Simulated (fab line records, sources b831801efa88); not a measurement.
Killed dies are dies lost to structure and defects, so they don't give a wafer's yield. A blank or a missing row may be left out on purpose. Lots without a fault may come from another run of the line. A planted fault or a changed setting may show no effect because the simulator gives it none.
Which tool did it? | flow sky130 | 14 lots, 41 wafers sampled, at 2 steps of a route of 708

WHAT THE GAUGES READ, wafer by wafer
SKY_NWELL_TW_MEAS_26. Usual: NWELL_2_TW 498.1, standard deviation 2.9.
lot  | measured    | on            | NWELL_2_TW        | flag
L299 | day 5 09:03 | film_metro-02 | 499.0 498.3 498.8 |
L300 | day 5 14:49 | film_metro-02 | 499.0 498.5 495.7 |
L301 | day 5 18:26 | film_metro-01 | 502.3 504.2 502.1 |
L302 | day 5 22:57 | film_metro-02 | 494.9 495.4 494.5 |
L303 | day 6 07:19 | film_metro-01 | 499.0 498.2 498.1 |
L304 | day 6 12:25 | film_metro-02 | 494.3 496.3 494.6 |
L306 | day 7 01:13 | film_metro-01 | 503.2 505.8 501.6 |
L307 | day 7 05:59 | film_metro-04 | 500.1 500.8 498.1 |
L308 | day 7 13:37 | film_metro-02 | 500.5 495.4 497.8 |
L310 | day 8 02:52 | film_metro-02 | 498.6 495.1 496.8 |
L311 | day 8 08:35 | film_metro-01 | 498.1 501.7 498.8 |
L312 | day 8 18:41 | film_metro-02 | 496.6 496.3 497.0 |
L314 | day 9 06:22 | film_metro-02 | 480.6 496.2       | OFF
L316 | day 9 18:09 | film_metro-02 | 478.8 492.0 494.3 | OFF

WHICH TOOL RAN EACH LOT (tool, then ch and the chambers of the sampled wafers, then the start)
lot  | SKY_NWELL_IMPLANT_24
L299 | implanter-03 ch 0, day 5 08:48
L300 | implanter-03 ch 0, day 5 14:37
L301 | implanter-03 ch 0, day 5 18:11
L302 | implanter-01 ch 0, day 5 22:42
L303 | implanter-03 ch 0, day 6 07:04
L304 | implanter-04 ch 0, day 6 12:10
L306 | implanter-03 ch 0, day 7 01:00
L307 | implanter-04 ch 0, day 7 05:44
L308 | implanter-04 ch 0, day 7 13:22
L310 | implanter-01 ch 0, day 8 02:37
L311 | implanter-04 ch 0, day 8 08:22
L312 | implanter-03 ch 0, day 8 18:26
L314 | implanter-03 ch 0, day 9 06:09
L316 | implanter-03 ch 0, day 9 17:54
- SKY_NWELL_IMPLANT_24

WHAT THE TOOLS THEMSELVES READ (means of the sampled wafers that have a number; where no wafer has one, the mark that the record gives instead)
The record holds no such reading with a usual standard deviation.

THE ANSWER, worked out from the rows above alone
Rule: a lot is off if the mean of its wafers that have a number lies more than 3 standard deviations from the usual mean. A lot without any number at a reading at which 4 lots or more have one is off too. The other lots that the step has rows for count as sound. The gauges are gone through in route order, then the tools' own readings, and for those a lot's mean is taken as printed above. The first step at which some lot is off is used, and at that step the reading that is off furthest; a lot without a number counts as furthest.
Off: L314, L316, at SKY_NWELL_TW_MEAS_26 (NWELL_2_TW).
A tool fits if, at a process step before that reading, it ran every lot that is off, and no sound lot after the first of them. The gauges at SKY_NWELL_TW_MEAS_26 are tried like those tools. Can't be told from this: 2 tools fit, implanter-03 at SKY_NWELL_IMPLANT_24, film_metro-02 at SKY_NWELL_TW_MEAS_26.

WHAT THE SIMULATOR HAD PUT IN
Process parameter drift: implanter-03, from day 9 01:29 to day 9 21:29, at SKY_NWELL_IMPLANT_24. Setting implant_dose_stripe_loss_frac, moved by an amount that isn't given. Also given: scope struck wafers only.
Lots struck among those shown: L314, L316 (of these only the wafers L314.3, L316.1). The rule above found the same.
